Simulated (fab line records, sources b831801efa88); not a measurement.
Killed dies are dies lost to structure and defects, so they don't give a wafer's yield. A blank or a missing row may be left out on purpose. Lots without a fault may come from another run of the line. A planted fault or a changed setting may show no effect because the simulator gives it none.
Chamber matching | flow gf180mcu | GF_V1_CVD_02 on pecvd-04: 3 sister chambers
The step deposits SiO2 from TEOS, target thk 850 nm, time 94.851 s. 14 wafers are shown with their chamber, then 7 later ones without.

WAFERS WITH THEIR CHAMBER
wafer  | chamber | heater_power_outer_w (W) | heater_power_w (W)
L601.1 | 1       | 450                      | 725
L601.3 | 2       | 398                      | 648
L601.6 | 0       | 446                      | 673
L605.2 | 0       | 554                      | 797
L605.3 | 2       | 397                      | 637
L605.5 | 0       | 587                      | 822
L606.3 | 1       | 424                      | 692
L606.4 | 2       | 328                      | 539
L606.5 | 0       | 468                      | 669
L608.1 | 0       | 545                      | 792
L608.2 | 1       | 423                      | 702
L608.4 | 2       | 372                      | 612
L620.1 | 1       | 437                      | 703
L620.2 | 2       | 437                      | 675

SIGNATURES (means of the wafers above)
reading              | chamber 0 | chamber 1 | chamber 2 | scatter within a chamber
heater_power_outer_w | 520.00    | 433.50    | 386.40    | 44.1
heater_power_w       | 750.60    | 705.50    | 622.20    | 54.7
Rule: a wafer's distance from a chamber is the root of the sum, over the readings, of the square of ((its reading less the chamber's mean) divided by the reading's scatter). The wafer belongs to the nearest chamber; if the next one is less than 2 further off, it can't be placed. The scatter: the root of (the sum of the squares of (reading less its chamber's mean) over the shown wafers, divided by (wafers less chambers)).

WAFERS WITHOUT THEIR CHAMBER
wafer  | heater_power_outer_w (W) | heater_power_w (W)
L620.3 | 590                      | 842
L622.4 | 421                      | 711
L622.5 | 319                      | 527
L622.6 | 565                      | 784
L623.2 | 554                      | 778
L623.4 | 342                      | 582
L623.6 | 408                      | 637

WHICH CHAMBER EACH WENT THROUGH
wafer  | from the rows above     | in truth
L620.3 | 0                       | 0
L622.4 | can't be placed: 1 or 2 | 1
L622.5 | can't be placed: 2 or 1 | 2
L622.6 | 0                       | 0
L623.2 | 0                       | 0
L623.4 | can't be placed: 2 or 1 | 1
L623.6 | can't be placed: 2 or 1 | 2
Placed correctly: 3 of 7. Can't be placed from these rows: 4 (the true chamber is among the candidates in 4). Placed wrongly: 0.
